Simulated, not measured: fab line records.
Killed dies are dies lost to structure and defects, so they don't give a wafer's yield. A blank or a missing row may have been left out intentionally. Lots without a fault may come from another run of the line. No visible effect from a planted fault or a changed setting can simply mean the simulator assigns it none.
Which tool was responsible? + flow sky130 + route of 708 steps, sampled at 1 step: 6 lots, 18 wafers

== WHAT EACH GAUGE READ, for each wafer ==
SKY_GATE_OXIDE_OVL_MEAS_10.
| lot  | measured     | on         | GATE_OXIDE_OVL (nm) |
|------|--------------|------------|---------------------|
| L222 | day 14 02:35 | overlay-02 | 0.3 -0.3 0.1        |
| L225 | day 16 10:30 | overlay-01 | -0.8 -1.6 -0.6      |
| L229 | day 16 20:39 | overlay-02 | -0.2 -1.9 -1.5      |
| L237 | day 19 07:00 | overlay-02 | 0.1 -0.7 -1.1       |
| L242 | day 21 11:26 | overlay-02 | -0.5 -1.9 1.0       |
| L244 | day 21 23:54 | overlay-02 | -0.8 -1.1 0.1       |

== WHICH TOOL RAN EACH LOT (tool, then ch and the chambers of the sampled wafers, then the start) ==
No process step before these readings appears in the record.

== THE ANSWER, worked out from the rows above alone ==
Rule: the lots themselves supply what counts as usual. The widest of any qualifying gaps counts: lots, ordered by their means at a reading, are off when they make up no more than a third of the lots, leave a main group of 4 or more, and stand apart from it by 3 or more times the standard deviation of that group's means. The tables above print the reading to a certain number of digits; a main group whose means all agree to those digits is not used. Also off: a lot with no number at a reading for which 4 or more lots have one. The other lots that the step has rows for count as sound.
No lot is off on any of the readings shown, so nothing can be concluded from this.

== WHAT THE SIMULATOR PUT IN ==
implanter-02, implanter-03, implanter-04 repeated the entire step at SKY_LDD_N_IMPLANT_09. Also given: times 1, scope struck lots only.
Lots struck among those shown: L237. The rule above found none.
